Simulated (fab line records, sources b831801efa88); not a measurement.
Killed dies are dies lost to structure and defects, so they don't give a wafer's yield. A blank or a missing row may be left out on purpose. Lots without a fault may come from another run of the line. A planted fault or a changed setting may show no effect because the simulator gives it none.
One fault seen from 2 desks | flow gf180mcu | each desk has only its own numbers; what lay behind them comes last

THE METROLOGY DESK
What the gauges read, lot by lot, whatever tool the lot ran on: means of the sampled wafers that have a number. A lot is out of limits, marked OUT, if its mean lies more than 4 standard deviations from the usual mean; the brackets give that distance.
Columns: A = PSD_RS at GF_PSD_RS_MEAS_15, usual 108.59 ohm/sq; B = SAB_CVD_00_THK at GF_SAB_THK_MEAS_01, usual 49.9 nm; C = cd_nm at GF_SAB_CD_MEAS_09, usual 419.9 nm; D = SAB_OVL at GF_SAB_OVL_MEAS_10, usual 0.4 nm
lot  | first seen here | A      | B    | C     | D
L315 | day 15 08:16    | 108.45 | 50.3 | 418.0 | -0.3
L322 | day 17 17:41    | 108.41 | 50.6 | 426.5 | 0.3
L326 | day 18 20:59    | 108.56 | 50.1 | 420.3 | 3.0
L327 | day 19 05:05    | 108.48 | 49.7 | 423.6 | 1.5
L331 | day 20 19:57    | 108.41 | 50.4 | 418.6 | -1.9
L336 | day 22 12:29    | 108.27 | 49.7 | 424.7 | -0.4
This desk's finding: nothing out of limits on any of the 6 lots.

THE TOOL OWNER'S DESK: rie_diel-01
The tool's own readings at GF_SAB_ETCH_11 (etches SiO2 in C4F8/O2/Ar, target depth 55 nm, time 8.5 s): means of the sampled wafers that have a number, for each lot that ran on this tool. A lot is out of limits, marked OUT, if its mean lies more than 4 standard deviations from the usual mean; the brackets give that distance.
Columns: A = bias_w at GF_SAB_ETCH_11, usual 1200 W; B = oes_product_au at GF_SAB_ETCH_11, usual 0.999 a.u.
lot  | first seen here | A    | B
L315 | day 16 06:10    | 1198 | 0.995
L326 | day 19 21:57    | 1202 | 0.903 (-14) OUT
L327 | day 20 05:49    | 1205 | 0.901 (-14) OUT
L336 | day 23 14:28    | 1203 | 1.009
This desk's finding: out of limits on L326, L327; first on L326, day 19 21:57 (oes_product_au at GF_SAB_ETCH_11). In limits: L315, L336.

PUT TOGETHER
The tool owner's desk could have raised an alarm at day 19 21:57, on L326, L327.
The metrology desk saw nothing out of limits.
The metrology desk has L326, L327 on record, within its limits.
Of the lots named, all ran GF_SAB_ETCH_11 on rie_diel-01.

WHAT THE SIMULATOR HAD PUT IN
Process parameter drift: rie_diel-01, from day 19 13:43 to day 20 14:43, at GF_SAB_ETCH_11. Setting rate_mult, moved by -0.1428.
Lots struck among those shown: L326, L327.
Hours from the fault's start to each desk's first reading out of limits: the tool owner's desk, 8.
